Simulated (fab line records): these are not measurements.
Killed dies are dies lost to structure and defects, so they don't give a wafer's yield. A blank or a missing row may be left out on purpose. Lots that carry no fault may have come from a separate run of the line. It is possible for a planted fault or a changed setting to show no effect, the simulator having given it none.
fab line records	flow sky130
record: lots: 7	wafers: 21	lastDay: 49
route steps=708 shown SONOS_ONO@180 GATE_OXIDE@187 PAD_OPEN@708
lots that met no fault: from a run of the same line without faults
startH: hours from the record's first day to the start of the lot's first wafer shown	waitH: hours elapsed since this lot's preceding step	" repeats the value in the row above	L1.1+2: one row covering several wafers at once	- no value, or no start given	* or withheld: withheld	< > ~ a bound
route shown NAME@n: a module of which the file shows steps, and the number in the route of the first	usual: mean/standard deviation taken from wafers without a fault	same: alike in all rows	chamber/n: place in a boat	sites: the reading at each site	_std_site: the values' standard deviation	_edge_site: inner sites' mean taken away from outer sites' mean	radiusMm: for every site, how far away it sits from the centre of the wafer	mask NAME#n: copy n	behind: the last tool/chamber to shape the wafer	hold: cause of the lot's hold/its duration in hours/its outcome	device: the transistor (n, p or np) that didn't switch	end of line: the route-end tests of the same wafers	a step given without rows: its recipe and nothing more	killed: not the wafer's yield, but the dies lost to structure and defects at the first sort	map: the dies of a wafer, with x for killed, . for not killed, _ for no die there
set.NAME: the setting as run; set.NAME@STEP: as run at that earlier step	model.NAME: the simulator's own value behind a step, which no gauge read
a table for each step, a row for each wafer; lots at some steps of the route
services: a tool's chamber out of use, with start hour (startH, from the record's first day; less than 0 if before it), hours out, and reason
== steps ==
step: SKY_SONOS_ONO_DEVELOP_12
recipe: developTimeS: 60	devTempC: 23
step: SKY_SONOS_ONO_CD_MEAS_13
recipe: targetCdNm: 410
usual: cdNm: 410.8/2.3
lot.wafer	tool	chamber	startH	waitH	cdNm
L643.2	cdSem-02	-	309.78	0.1	412.1
L643.3	"	-	"	"	410.7
L643.4	"	-	"	"	411.5
L645.1	cdSem-01	-	332.41	0.1	409.7
L645.2	"	-	"	"	410.5
L645.6	"	-	"	"	408.1
L651.1	cdSem-01	-	394.19	0.1	415.3
L651.3	"	-	"	"	415.0
L651.4	"	-	"	"	411.6
L653.1	cdSem-02	-	400.29	0.1	408.3
L653.2	"	-	"	"	409.6
L653.6	"	-	"	"	409.6
L654.1	cdSem-02	-	406.01	0.1	413.3
L654.2	"	-	"	"	413.6
L654.3	"	-	"	"	413.2
L655.2	cdSem-02	-	411.73	0.1	410.2
L655.5	"	-	"	"	410.9
L655.6	"	-	"	"	411.3
L656.2	cdSem-02	-	421.66	0.1	408.7
L656.3	"	-	"	"	409.2
L656.4	"	-	"	"	408.6
step: SKY_SONOS_ONO_OVL_MEAS_14
usual: SONOS_ONO_OVL: -0.4/1.5
lot.wafer	tool	chamber	startH	waitH	SONOS_ONO_OVL[nm]
L643.2	overlay-02	-	309.88	0.1	-0.2
L643.3	"	-	"	"	-0.2
L643.4	"	-	"	"	-0.7
L645.1	overlay-01	-	332.53	0.1	-1.1
L645.2	"	-	"	"	-1.3
L645.6	"	-	"	"	-1.4
L651.1	overlay-01	-	394.31	0.1	-0.6
L651.3	"	-	"	"	1.6
L651.4	"	-	"	"	-1.0
L653.1	overlay-02	-	400.41	0.1	-0.3
L653.2	"	-	"	"	0.1
L653.6	"	-	"	"	-0.5
L654.1	overlay-01	-	406.13	0.1	-1.4
L654.2	"	-	"	"	-3.0
L654.3	"	-	"	"	-3.0
L655.2	overlay-01	-	411.83	0.1	-1.2
L655.5	"	-	"	"	-1.5
L655.6	"	-	"	"	-1.9
L656.2	overlay-02	-	421.76	0.1	1.6
L656.3	"	-	"	"	4.2
L656.4	"	-	"	"	3.1
step: SKY_SONOS_ONO_ETCH_15
recipe: targetDepthNm: 19.52	chemistry: CHF3/O2	sourceW: 600	biasW: 200	pressureMtorr: 40	chf3FlowSccm: 50	O2_flow_sccm: 5	timeS: 7.8
usual: drypumpMotorCurrentA: 5.7/0.41	oesProductAu: 1.001/0.012	throttleValvePct: 8.824/0.0091
same: timeS: 7.8
lot.wafer	tool	chamber	startH	waitH	drypumpMotorCurrentA	oesProductAu	rfHoursCounterH	throttleValvePct
L643.2	rieDiel-02	3	309.91	0.0	5.9	1.026	107	8.828
L643.3	"	1	"	"	4.8	0.990	68	8.834
L643.4	"	2	"	"	6.0	0.998	-	8.820
L645.1	rieDiel-02	0	332.56	0.0	6.3	1.002	0	8.830
L645.2	"	2	"	"	6.0	0.997	120	8.829
L645.6	"	1	"	"	4.8	0.994	-	8.819
L651.1	rieDiel-02	2	394.34	0.0	6.0	0.998	1	8.812
L651.3	"	3	"	"	5.9	1.000	110	8.813
L651.4	"	1	"	"	4.8	0.991	69	8.824
L653.1	rieDiel-04	2	400.44	0.0	5.8	0.991	4	8.820
L653.2	"	3	"	"	6.0	0.999	5	8.823
L653.6	"	3	"	"	6.0	0.994	-	8.818
L654.1	rieDiel-04	1	406.16	0.0	5.5	0.990	7	8.814
L654.2	"	3	"	"	5.9	0.992	5	8.821
L654.3	"	0	"	"	5.7	1.006	101	8.819
L655.2	rieDiel-03	2	411.86	0.0	5.7	0.997	3	8.833
L655.5	"	3	"	"	6.4	1.015	-	8.840
L655.6	"	2	"	"	5.6	1.003	-	8.816
L656.2	rieDiel-04	3	421.79	0.0	6.0	1.002	5	8.827
L656.3	"	1	"	"	5.5	0.993	8	8.824
L656.4	"	2	"	"	5.8	0.999	4	8.821
step: SKY_SONOS_ONO_WET_ETCH_16
recipe: chemistry: dHF	targetDepthNm: 14	dry: n2Spin	target: SiO2	dilution: 100:1	tempC: 25	timeS: 280
step: SKY_SONOS_ONO_STRIP_17
recipe: chemistry: O2/N2	powerW: 1400	pressureMtorr: 1500	platenTempC: withheld	o2FlowSccm: 3000	n2FlowSccm: 300	overashFraction: 0.5
usual: drypumpMotorCurrentA: 5.7/0.45	oesProductAu: 0.710/0.0045	stripTimeToEndpointS: 14.09/0.042
lot.wafer	tool	chamber	startH	waitH	drypumpMotorCurrentA	oesProductAu	rfHoursCounterH	stripTimeToEndpointS
L643.2	plasmaAsher-02	0	310.02	0.0	5.5	0.709	48	14.04
L643.3	"	0	"	"	5.5	0.720	-	14.08
L643.4	"	1	"	"	6.2	0.713	-	14.10
L645.1	plasmaAsher-03	0	332.68	0.0	5.4	0.704	64	14.13
L645.2	"	1	"	"	6.1	0.711	64	14.17
L645.6	"	0	"	"	5.4	0.704	-	14.12
L651.1	plasmaAsher-01	0	394.45	0.0	6.2	0.714	27	14.15
L651.3	"	1	"	"	5.1	0.709	-	14.12
L651.4	"	0	"	"	6.1	0.708	-	14.13
L653.1	plasmaAsher-01	1	400.55	0.0	5.1	0.705	27	14.11
L653.2	"	0	"	"	6.2	0.711	27	14.15
L653.6	"	1	"	"	5.1	0.709	-	14.14
L654.1	plasmaAsher-03	0	406.28	0.0	5.4	0.703	71	14.11
L654.2	"	1	"	"	6.2	0.707	71	14.10
L654.3	"	1	"	"	6.1	0.707	-	14.05
L655.2	plasmaAsher-03	0	411.97	0.0	5.4	0.708	71	14.06
L655.5	"	0	"	"	5.4	0.712	-	14.05
L655.6	"	1	"	"	6.1	0.702	-	14.05
L656.2	plasmaAsher-01	1	421.91	0.0	5.1	0.705	30	14.04
L656.3	"	0	"	"	6.2	0.712	-	14.02
L656.4	"	1	"	"	5.1	0.707	-	14.03
step: SKY_SONOS_ONO_WET_ETCH_18
recipe: chemistry: H3PO4	targetDepthNm: 15	target: Si3N4	tempC: 160	timeS: 172
step: SKY_GATE_OXIDE_CLEAN_00
recipe: chemistry: SC1/SC2	mix: 1:4:20	tempC: 70	timeS: 150	dry: n2Spin
step: SKY_GATE_OXIDE_OXIDATION_01
recipe: tempC: 900	ambient: O2	stabiliseS: 600	purgeS: 300	targetThkA: 102.68	oxTimeS: 1473
step: SKY_GATE_OXIDE_THK_MEAS_02
recipe: reads: SiO2_of_GATE_OXIDE_OXIDATION_01
usual: GATE_OXIDE_OXIDATION_00_THK: 10.25/0.2
lot.wafer	tool	chamber	startH	waitH	GATE_OXIDE_OXIDATION_00_THK[nm]
L643.2	filmMetro-03	-	313.05	0.0	10.58
L643.3	"	-	"	"	10.53
L643.4	"	-	"	"	10.48
L645.1	filmMetro-01	-	335.22	0.0	10.30
L645.2	"	-	"	"	10.26
L645.6	"	-	"	"	10.26
L651.1	filmMetro-03	-	397.34	0.0	10.05
L651.3	"	-	"	"	10.03
L651.4	"	-	"	"	10.25
L653.1	filmMetro-03	-	404.27	0.0	10.55
L653.2	"	-	"	"	10.58
L653.6	"	-	"	"	10.43
L654.1	filmMetro-03	-	411.00	0.0	10.38
L654.2	"	-	"	"	10.47
L654.3	"	-	"	"	10.41
L655.2	filmMetro-02	-	418.01	0.0	10.23
L655.5	"	-	"	"	9.97
L655.6	"	-	"	"	10.09
L656.2	filmMetro-02	-	426.09	0.0	9.98
L656.3	"	-	"	"	9.96
L656.4	"	-	"	"	9.99
step: SKY_GATE_OXIDE_DEHYDRATE_03
recipe: tempC: 200	timeS: 60
step: SKY_GATE_OXIDE_HMDS_04
recipe: primeTimeS: 60	primeTempC: 120
step: SKY_GATE_OXIDE_COAT_05
recipe: resist: NOVOLAK	spinRpm: 3000	resistThkNm: 1140
lot.wafer	tool	chamber	startH	waitH	model.NOVOLAK_of_GATE_OXIDE_COAT_05.thkNm
L643.2	lithoTrack-01	0	325.78	0.1	1145
L643.3	"	0	"	"	1144
L643.4	"	0	"	"	1137
L645.1	lithoTrack-02	0	348.94	0.1	1142
L645.2	"	0	"	"	1147
L645.6	"	0	"	"	1143
L651.1	lithoTrack-03	0	411.67	0.1	1143
L651.3	"	0	"	"	1144
L651.4	"	0	"	"	1140
L653.1+6	lithoTrack-02	0	417.79	0.1	1113
L653.2	"	0	"	"	1114
L654.1	lithoTrack-02	0	425.69	0.1	1111
L654.2	"	0	"	"	1114
L654.3	"	0	"	"	1113
L655.2	lithoTrack-02	0	433.01	0.1	1119
L655.5	"	0	"	"	1120
L655.6	"	0	"	"	1116
L656.2	lithoTrack-01	0	441.23	0.1	1144
L656.3+4	"	0	"	"	1141
step: SKY_GATE_OXIDE_SOFTBAKE_06
recipe: tempC: 90	timeS: 60	resist: NOVOLAK
step: SKY_GATE_OXIDE_EXPOSE_07
recipe: maskId: LVOM	na: 0.6	sourceShape: conventional	sigmaOuter: 0.6	polarization: unpolarized	targetCdNm: 600	doseMj: 170
step: SKY_GATE_OXIDE_PEB_08
recipe: tempC: withheld	timeS: *	resist: NOVOLAK
step: SKY_GATE_OXIDE_DEVELOP_09
recipe: resist: NOVOLAK	developer: TMAH	developTimeS: 60	devTempC: 23
lot.wafer	tool	chamber	startH	waitH	model.NOVOLAK_of_GATE_OXIDE_COAT_05.thkNm
L643.2+3	lithoTrack-03	0	339.19	0.1	1144
L643.4	"	0	"	"	1137
L645.1	lithoTrack-02	0	363.09	0.1	1141
L645.2	"	0	"	"	1147
L645.6	"	0	"	"	1143
L651.1	lithoTrack-01	0	426.96	0.1	1142
L651.3	"	0	"	"	1143
L651.4	"	0	"	"	1140
L653.1+6	lithoTrack-03	0	433.12	0.1	1113
L653.2	"	0	"	"	1114
L654.1	lithoTrack-03	0	440.87	0.1	1110
L654.2	"	0	"	"	1114
L654.3	"	0	"	"	1113
L655.2	lithoTrack-03	0	447.89	0.1	1118
L655.5	"	0	"	"	1119
L655.6	"	0	"	"	1116
L656.2	lithoTrack-01	0	456.03	0.1	1144
L656.3	"	0	"	"	1141
L656.4	"	0	"	"	1140
step: SKY_GATE_OXIDE_OVL_MEAS_10
usual: GATE_OXIDE_OVL: 0.5/1.5
lot.wafer	tool	chamber	startH	waitH	GATE_OXIDE_OVL[nm]
L643.2	overlay-01	-	339.33	0.1	1.8
L643.3	"	-	"	"	1.6
L643.4	"	-	"	"	1.0
L645.1	overlay-01	-	363.24	0.1	2.3
L645.2	"	-	"	"	1.3
L645.6	"	-	"	"	1.1
L651.1	overlay-02	-	427.11	0.1	1.4
L651.3	"	-	"	"	3.4
L651.4	"	-	"	"	2.0
L653.1	overlay-01	-	433.27	0.1	-2.0
L653.2	"	-	"	"	0.0
L653.6	"	-	"	"	-0.6
L654.1	overlay-01	-	441.02	0.1	0.3
L654.2	"	-	"	"	1.3
L654.3	"	-	"	"	0.4
L655.2	overlay-02	-	448.02	0.1	-0.8
L655.5	"	-	"	"	0.5
L655.6	"	-	"	"	0.7
L656.2	overlay-01	-	456.16	0.1	-1.3
L656.3	"	-	"	"	-1.1
L656.4	"	-	"	"	-2.0
step: SKY_GATE_OXIDE_IMPLANT_11
recipe: species: B	energyKev: 10	doseCm2: 2.6e+12	tiltDeg: withheld
step: SKY_GATE_OXIDE_WET_ETCH_12
recipe: chemistry: dHF	targetDepthNm: 16.8	dry: n2Spin	target: SiO2	dilution: 100:1	tempC: 25	timeS: 336
step: SKY_GATE_OXIDE_STRIP_13
recipe: chemistry: O2/N2	powerW: 1400	pressureMtorr: 1500	platenTempC: withheld	o2FlowSccm: 3000	n2FlowSccm: 300	overashFraction: 0.5
usual: drypumpMotorCurrentA: 5.8/0.43	oesProductAu: 0.716/0.0046	stripTimeToEndpointS: 14.18/0.04
lot.wafer	tool	chamber	startH	waitH	drypumpMotorCurrentA	oesProductAu	rfHoursCounterH	stripTimeToEndpointS
L643.2	plasmaAsher-03	0	339.61	0.0	5.4	0.712	64	14.22
L643.3	"	1	"	"	6.1	0.714	-	14.22
L643.4	"	0	"	"	5.4	0.715	-	14.14
L645.1	plasmaAsher-03	0	363.53	0.0	5.4	0.719	67	14.20
L645.2	"	1	"	"	6.2	0.717	67	14.26
L645.6	"	1	"	"	6.1	0.716	-	14.21
L651.1	plasmaAsher-01	0	427.50	0.0	6.2	0.716	30	14.19
L651.3	"	0	"	"	6.2	0.726	-	14.22
L651.4	"	1	"	"	5.1	0.710	-	14.18
L653.1	plasmaAsher-01	0	433.58	0.0	6.1	0.716	31	13.87
L653.2	"	1	"	"	5.1	0.718	31	13.86
L653.6	"	0	"	"	6.1	0.717	-	13.86
L654.1	plasmaAsher-03	1	441.32	0.0	6.2	0.719	75	13.83
L654.2	"	0	"	"	5.4	0.717	75	13.86
L654.3	"	1	"	"	6.1	0.709	-	13.85
L655.2	plasmaAsher-03	1	448.32	0.0	6.1	0.713	76	13.91
L655.5	"	0	"	"	5.4	0.714	-	13.93
L655.6	"	1	"	"	6.1	0.714	-	13.90
L656.2	plasmaAsher-01	0	456.45	0.0	6.1	0.713	34	14.23
L656.3	"	0	"	"	6.2	0.712	-	14.20
L656.4	"	1	"	"	5.1	0.716	-	14.18
step: SKY_GATE_OXIDE_TW_MEAS_14
usual: GATE_OXIDE_TW: 226.0/2.4
lot.wafer	tool	chamber	startH	waitH	GATE_OXIDE_TW
L643.2	filmMetro-03	-	339.72	0.1	227.9
L643.3	"	-	"	"	226.9
L643.4	"	-	"	"	227.3
L645.1	filmMetro-01	-	363.63	0.1	220.5
L645.2	"	-	"	"	220.2
L645.6	"	-	"	"	221.2
L651.1	filmMetro-03	-	427.60	0.1	228.1
L651.3	"	-	"	"	227.8
L651.4	"	-	"	"	227.1
L653.1	filmMetro-03	-	433.68	0.1	227.6
L653.2	"	-	"	"	227.5
L653.6	"	-	"	"	228.4
L654.1	filmMetro-03	-	441.42	0.1	228.5
L654.2	"	-	"	"	228.3
L654.3	"	-	"	"	228.2
L655.2	filmMetro-03	-	448.43	0.1	228.0
L655.5	"	-	"	"	228.5
L655.6	"	-	"	"	227.8
L656.2	filmMetro-03	-	456.56	0.1	227.9
L656.3	"	-	"	"	228.4
L656.4	"	-	"	"	226.8
step: SKY_PAD_OPEN_PROBE_99
usual: killed_at_M0_to_M3: 43/6.5	killed_at_M4_up: 3/1.7	killedAtContacts: 25/5.1	killedAtFrontEnd: 15/3.8	killedAtOther: 0.2/0.45	killedDies: 86/8.8	killedOpen: 47/6.7	killedShort: 39/6
same: grossDies: 492	killedAtBackSide: 0
lot.wafer	tool	chamber	startH	waitH	killed_at_M0_to_M3	killed_at_M4_up	killedAtContacts	killedAtFrontEnd	killedAtOther	killedDies	killedOpen	killedShort
L643.2	prober-02	-	1102.92	0.1	54	2	18	20	1	95	47	48
L643.3	prober-02	-	1102.97	0.2	42	3	25	13	1	84	45	39
L643.4	prober-02	-	1103.02	0.2	42	2	27	11	1	83	43	40
L645.1	prober-02	-	1118.37	0.1	42	3	30	8	0	83	43	40
L645.2	prober-02	-	1118.42	0.1	45	3	17	11	0	76	35	41
L645.6	prober-02	-	1118.62	0.2	53	6	26	12	0	97	54	43
L651.1	prober-01	-	1160.84	0.1	51	1	29	16	0	97	51	46
L651.3	prober-01	-	1160.94	0.2	42	6	16	13	0	77	42	35
L651.4	prober-01	-	1160.99	0.2	53	3	26	14	0	96	53	43
L653.1	prober-02	-	1161.17	0.1	47	3	29	11	0	90	44	46
L653.2	prober-02	-	1161.22	0.1	49	3	26	17	0	95	54	41
L653.6	prober-02	-	1161.42	0.2	54	3	21	13	0	91	50	41
L654.1	prober-01	-	1166.86	0.1	49	2	14	13	0	78	44	34
L654.2	prober-01	-	1166.91	0.1	46	2	25	13	0	86	55	31
L654.3	prober-01	-	1166.96	0.2	44	4	22	16	0	86	41	45
L655.2	prober-02	-	1169.74	0.1	49	4	31	16	0	100	45	55
L655.5	prober-02	-	1169.89	0.2	42	3	30	17	0	92	49	43
L655.6	prober-02	-	1169.94	0.2	42	7	23	15	0	87	44	43
L656.2	prober-02	-	1182.08	0.1	42	2	31	13	0	88	42	46
L656.3	prober-02	-	1182.13	0.2	52	4	22	12	0	90	52	38
L656.4	prober-02	-	1182.18	0.2	27	5	21	16	0	69	42	27
killed by level:class
L643.2 VIA2:geometricParticle:open=11 VIA1:geometricParticle:open=9 METAL2:geometricParticle:short=8 VIA3:geometricParticle:open=7 FIELD_ISO:geometricParticle:short=6 CONTACT:geometricParticle:short=6 CONTACT:geometricParticle:open=6 METAL1:geometricParticle:short=5
L643.3 VIA1:geometricParticle:open=8 LI_CONTACT:geometricParticle:open=7 CONTACT:geometricParticle:open=7 VIA2:geometricParticle:open=7 LOCAL_INTERCONNECT:geometricParticle:short=6 VIA1:geometricParticle:short=6 FIELD_ISO:geometricParticle:open=5 VIA3:geometricParticle:open=4
L643.4 VIA1:geometricParticle:open=18 CONTACT:geometricParticle:open=10 LI_CONTACT:geometricParticle:open=6 METAL1:geometricParticle:short=6 FIELD_ISO:geometricParticle:short=5 VIA1:geometricParticle:short=5 LOCAL_INTERCONNECT:geometricParticle:short=4 CONTACT:geometricParticle:short=4
L645.1 METAL2:geometricParticle:short=10 LI_CONTACT:geometricParticle:open=9 CONTACT:geometricParticle:open=9 CONTACT:geometricParticle:short=6 VIA1:geometricParticle:open=6 METAL1:geometricParticle:short=6 VIA2:geometricParticle:open=5 LOCAL_INTERCONNECT:geometricParticle:short=4
L645.2 METAL2:geometricParticle:short=11 VIA1:geometricParticle:open=9 VIA1:geometricParticle:short=7 LI_CONTACT:geometricParticle:open=6 CONTACT:geometricParticle:short=6 POLY_GATE:geometricParticle:short=4 CONTACT:geometricParticle:open=4 VIA3:geometricParticle:short=4
L645.6 VIA1:geometricParticle:open=14 CONTACT:geometricParticle:open=13 METAL2:geometricParticle:short=9 VIA2:geometricParticle:open=8 VIA2:geometricParticle:short=6 METAL4:geometricParticle:short=5 VIA1:geometricParticle:short=5 FIELD_ISO:geometricParticle:open=4
L651.1 VIA1:geometricParticle:open=14 CONTACT:geometricParticle:open=9 LI_CONTACT:geometricParticle:open=8 VIA1:geometricParticle:short=7 LOCAL_INTERCONNECT:geometricParticle:short=6 VIA2:geometricParticle:open=6 VIA2:geometricParticle:short=6 POLY_GATE:geometricParticle:short=5
L651.3 VIA1:geometricParticle:open=12 VIA2:geometricParticle:open=8 METAL1:geometricParticle:short=6 VIA1:geometricParticle:short=6 METAL4:geometricParticle:short=5 POLY_GATE:geometricParticle:open=4 LI_CONTACT:geometricParticle:open=4 LOCAL_INTERCONNECT:geometricParticle:short=4
L651.4 CONTACT:geometricParticle:open=15 VIA1:geometricParticle:open=9 VIA2:geometricParticle:open=9 METAL1:geometricParticle:short=8 VIA3:geometricParticle:open=7 METAL2:geometricParticle:short=7 LOCAL_INTERCONNECT:geometricParticle:short=5 FIELD_ISO:geometricParticle:short=4
L653.1 VIA1:geometricParticle:open=9 METAL2:geometricParticle:short=9 LI_CONTACT:geometricParticle:open=8 CONTACT:geometricParticle:open=7 VIA3:geometricParticle:open=5 METAL1:geometricParticle:short=5 VIA1:geometricParticle:short=5 VIA3:geometricParticle:short=5
L653.2 VIA1:geometricParticle:open=12 LI_CONTACT:geometricParticle:open=8 VIA2:geometricParticle:open=8 CONTACT:geometricParticle:open=7 METAL2:geometricParticle:short=7 CONTACT:geometricParticle:short=6 VIA3:geometricParticle:open=5 POLY_GATE:geometricParticle:open=4
L653.6 VIA1:geometricParticle:open=14 VIA3:geometricParticle:open=8 LI_CONTACT:geometricParticle:open=7 CONTACT:geometricParticle:open=7 VIA1:geometricParticle:short=6 VIA2:geometricParticle:short=6 METAL1:geometricParticle:short=5 METAL2:geometricParticle:short=5
L654.1 VIA3:geometricParticle:open=14 VIA1:geometricParticle:open=6 LI_CONTACT:geometricParticle:open=5 VIA2:geometricParticle:open=5 FIELD_ISO:geometricParticle:open=4 METAL1:geometricParticle:short=4 VIA1:geometricParticle:short=4 METAL3:geometricParticle:short=4
L654.2 VIA3:geometricParticle:open=8 LI_CONTACT:geometricParticle:open=8 CONTACT:geometricParticle:open=8 VIA1:geometricParticle:open=6 VIA2:geometricParticle:open=6 METAL1:geometricParticle:short=5 FIELD_ISO:geometricParticle:open=4 POLY_GATE:geometricParticle:open=4
L654.3 METAL1:geometricParticle:short=8 METAL2:geometricParticle:short=8 VIA2:geometricParticle:open=8 POLY_GATE:geometricParticle:open=7 CONTACT:geometricParticle:open=7 VIA3:geometricParticle:open=6 VIA1:geometricParticle:open=5 LI_CONTACT:geometricParticle:open=4
L655.2 CONTACT:geometricParticle:open=9 METAL2:geometricParticle:short=9 LOCAL_INTERCONNECT:geometricParticle:short=8 VIA1:geometricParticle:open=8 VIA2:geometricParticle:short=7 VIA2:geometricParticle:open=6 FIELD_ISO:geometricParticle:short=5 LI_CONTACT:geometricParticle:open=5
L655.5 VIA1:geometricParticle:open=9 CONTACT:geometricParticle:open=8 FIELD_ISO:geometricParticle:open=7 LI_CONTACT:geometricParticle:open=7 VIA3:geometricParticle:open=7 CONTACT:geometricParticle:short=6 METAL2:geometricParticle:short=6 LOCAL_INTERCONNECT:geometricParticle:short=5
L655.6 CONTACT:geometricParticle:open=9 VIA1:geometricParticle:open=9 VIA3:geometricParticle:open=7 LI_CONTACT:geometricParticle:short=5 METAL2:geometricParticle:short=5 METAL3:geometricParticle:short=5 METAL4:geometricParticle:short=5 POLY_GATE:geometricParticle:short=4
L656.2 CONTACT:geometricParticle:open=12 VIA1:geometricParticle:open=11 CONTACT:geometricParticle:short=8 LI_CONTACT:geometricParticle:open=7 METAL1:geometricParticle:short=7 VIA1:geometricParticle:short=6 VIA2:geometricParticle:open=5 FIELD_ISO:geometricParticle:short=4
L656.3 VIA1:geometricParticle:open=10 VIA3:geometricParticle:open=9 CONTACT:geometricParticle:open=8 VIA1:geometricParticle:short=8 LI_CONTACT:geometricParticle:open=7 VIA2:geometricParticle:open=7 METAL1:geometricParticle:short=6 FIELD_ISO:geometricParticle:open=3
L656.4 LI_CONTACT:geometricParticle:open=11 VIA1:geometricParticle:open=9 FIELD_ISO:geometricParticle:open=5 FIELD_ISO:geometricParticle:short=5 METAL2:geometricParticle:short=5 CONTACT:geometricParticle:open=4 LOCAL_INTERCONNECT:geometricParticle:short=4 VIA3:geometricParticle:open=4
== services ==
tool	chamber	startH	hours	kind
rieDiel-02	0	292.99	1.8	repair
rieDiel-03	3	293.34	6.0	repair
plasmaAsher-03	-	293.36	4.1	repair
rieDiel-03	-	294.53	35.2	repair
rieDiel-02	0	308.32	-	clean
rieDiel-02	0	308.32	24.0	scheduledDown
rieDiel-02	0	308.32	24.0	ventCycle
rieDiel-03	0	319.80	9.8	repair
rieDiel-04	0	329.65	4.1	repair
rieDiel-03	1	329.73	-	clean
rieDiel-02	2	344.02	-	clean
rieDiel-02	2	344.02	16.2	scheduledDown
rieDiel-02	2	344.02	16.2	ventCycle
rieDiel-02	1	357.90	3.6	repair
plasmaAsher-03	-	381.68	2.9	repair
rieDiel-04	2	384.89	8.5	repair
rieDiel-02	3	398.16	-	clean
rieDiel-02	3	398.16	33.2	scheduledDown
rieDiel-02	3	398.16	33.2	ventCycle
rieDiel-04	0	399.41	3.5	repair
rieDiel-04	0	434.59	-	clean
rieDiel-04	0	434.59	11.0	scheduledDown
rieDiel-04	0	434.59	11.0	ventCycle
rieDiel-03	3	437.32	4.1	repair
== key ==
firstSign: step: SKY_GATE_OXIDE_STRIP_13	reading: stripTimeToEndpointS	direction: down	sigmas: 7.6	usual: *	struck: *
effect none on later readings
modelEffect: step: SKY_GATE_OXIDE_COAT_05	value: NOVOLAK_of_GATE_OXIDE_COAT_05.thkNm	without: 1139	struck: 1115
modelEffect: step: SKY_GATE_OXIDE_DEVELOP_09	value: NOVOLAK_of_GATE_OXIDE_COAT_05.thkNm	without: 1139	struck: 1114
metAt SKY_GATE_OXIDE_COAT_05
struckWafers L653.1,L653.2,L653.6,L654.1,L654.2,L654.3,L655.2,L655.5,L655.6
testerLeftOut L653,L654,L655
onsetBetween 348.94 417.79
alsoFits SKY_GATE_OXIDE_DEVELOP_09:lithoTrack-03
fault: kind: processParameterDrift	tool: lithoTrack-02	chamber: -	onsetH: 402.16	steps: SKY_GATE_OXIDE_COAT_05	channel: resistThkNm	offset: -24.152	shape: step	endH: 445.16	actsIn: theseRecipesOnly	stated: 1140
testerLeftOut: of these lots the tester's yield and bins aren't shown, on N5 and GAA mostly nor the transistor test; their killed dies are dies lost to structure and defects alone, not to doping, threshold or leakage, so they don't give the yield
